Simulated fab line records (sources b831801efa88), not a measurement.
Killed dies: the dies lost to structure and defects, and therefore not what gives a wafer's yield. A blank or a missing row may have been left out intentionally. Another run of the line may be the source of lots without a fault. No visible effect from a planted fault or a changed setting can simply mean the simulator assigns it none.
Struck lot and sound lot, side by side -- flow sky130 -- 15 out of 708 route steps
Sound: wafers L293.1, L293.4, L293.5. Struck: wafers L303.2, L303.5, L303.6. At the end, the cause is stated.
For every step that has rows: the tool of each side, followed by ch and its chambers, followed by its first start. Under that, the readings that differ: sound wafers -- struck wafers -- difference of the means -- sigmas: that difference in standard deviations of wafers without a fault.
alike: words and numbers the same on both sides, and readings whose means are apart by under 2 such deviations; not compared: readings that were withheld, readings missing a value for some wafer, numbers with overlapping values and no deviation given by the record, and bounds like >300 which may hide the same value.
The two part at a step that has a row with sigmas, a row that says differs or no value, or rows on one side only. Numbers that don't overlap but have no deviation are shown without sigmas and don't part them. A reading missing from all wafers of one side parts the sides only when that side holds two or more wafers.

first, 2 steps without rows for these wafers: SKY_METAL3_CLEAN_22 (cleans in O3/DIW); SKY_VIA3_HDPCVD_00 (deposits SiO2, target thk 1635 nm, time 277.6 s).
SKY_VIA3_THK_MEAS_01:
  sound on film-metro-04 at day 40 22:12; struck on film-metro-03 at day 43 13:30
  alike: VIA3_HDPCVD_THK
SKY_VIA3_CMP_02: polishes SiO2.
  sound on cmp-02 ch 0,1,2, day 40 22:16; struck on cmp-02 ch 1,2, day 43 13:36
  alike: edge-zone-pressure-frac, motor-current-A, retaining-ring-pressure-frac
SKY_VIA3_BOW_MEAS_03:
  sound on film-metro-03 at day 40 22:34; struck on film-metro-01 at day 43 13:52
  alike: VIA3_BOW
then, 7 steps without rows for these wafers: SKY_VIA3_DEHYDRATE_04 (time 60 s); SKY_VIA3_HMDS_05 (prime time 60 s); SKY_VIA3_COAT_06 (resist thk 60 nm); SKY_VIA3_COAT_07 (resist thk 450 nm); SKY_VIA3_SOFTBAKE_08 (time 90 s); SKY_VIA3_EXPOSE_09 (exposes mask VIM3, target cd 200 nm); SKY_VIA3_PEB_10.
SKY_VIA3_DEVELOP_11: develop time 60 s.
  sound on litho-track-03 ch 0, day 41 22:00; struck on litho-track-04 ch 0, day 44 12:00
reading,sound,struck,difference,sigmas
developer-temp-C (C),20.92 21.02 20.88,20.31 20.30 20.22,-0.66,-7
SKY_VIA3_CD_MEAS_12 targets a cd of 200 nm.
  sound on cd-sem-02 at day 41 22:59; struck on cd-sem-01 at day 44 12:37
  alike: cd-nm
-- the record jumps here: 5 days lie between the struck wafers' starts before and after (it left off in module VIA3 and takes up again in module PAD_OPEN, whose first step shown is number 708 of the route) --
SKY_PAD_OPEN_PROBE_99:
  record: rows for the struck wafers here (prober-01, day 49 19:42), none for the sound ones

## WHERE THEY PART
Earliest at SKY_VIA3_DEVELOP_11; latest, in this record, at SKY_PAD_OPEN_PROBE_99.

WHY: what the simulator had put in
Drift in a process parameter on litho-track-04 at SKY_VIA3_DEVELOP_11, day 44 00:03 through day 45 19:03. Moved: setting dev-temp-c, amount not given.
